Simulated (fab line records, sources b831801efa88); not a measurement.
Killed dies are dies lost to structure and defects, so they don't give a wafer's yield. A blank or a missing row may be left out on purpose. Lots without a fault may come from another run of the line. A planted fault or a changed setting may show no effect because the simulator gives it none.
Chamber matching | flow gf180mcu | GF_STI_CMP_25 on cmp-01: 4 sister chambers
The step polishes, stops on Si3N4, t overpolish 33 s, target thk 524.6 nm. 4 wafers are shown with their chamber, then 7 later ones without.

WAFERS WITH THEIR CHAMBER
wafer  | chamber | time_to_endpoint_s (s)
L953.4 | 3       | 116
L956.5 | 2       | 134
L964.2 | 1       | 120
L964.3 | 0       | 121

WAFERS WITHOUT THEIR CHAMBER
wafer  | time_to_endpoint_s (s)
L964.5 | 111
L966.2 | 121
L966.3 | 111
L966.4 | 129
L971.1 | 113
L971.2 | 126
L971.5 | 125

WHICH CHAMBER EACH WENT THROUGH
wafer  | from the rows above               | in truth
L964.5 | can't be placed: 3 or 1 or 0      | 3
L966.2 | can't be placed: 0 or 1 or 3      | 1
L966.3 | can't be placed: 3 or 1 or 0      | 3
L966.4 | can't be placed: 2 or 0 or 1 or 3 | 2
L971.1 | can't be placed: 3 or 1 or 0      | 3
L971.2 | can't be placed: 0 or 1 or 2 or 3 | 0
L971.5 | can't be placed: 0 or 1 or 2 or 3 | 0
Placed correctly: 0 of 7. Can't be placed from these rows: 7 (the true chamber is among the candidates in 7). Placed wrongly: 0.
How it was worked out, from the rows above alone: a wafer's distance from a chamber is the root of the sum, over the readings, of the square of ((its reading less the chamber's mean) divided by the reading's scatter). The wafer belongs to the nearest chamber; if the next one is less than 2 further off, it can't be placed. A chamber's mean is the mean of its shown wafers. The scatter: with one shown wafer a chamber, the root of the mean of the squares of how far each hidden wafer lies from its nearest shown one.
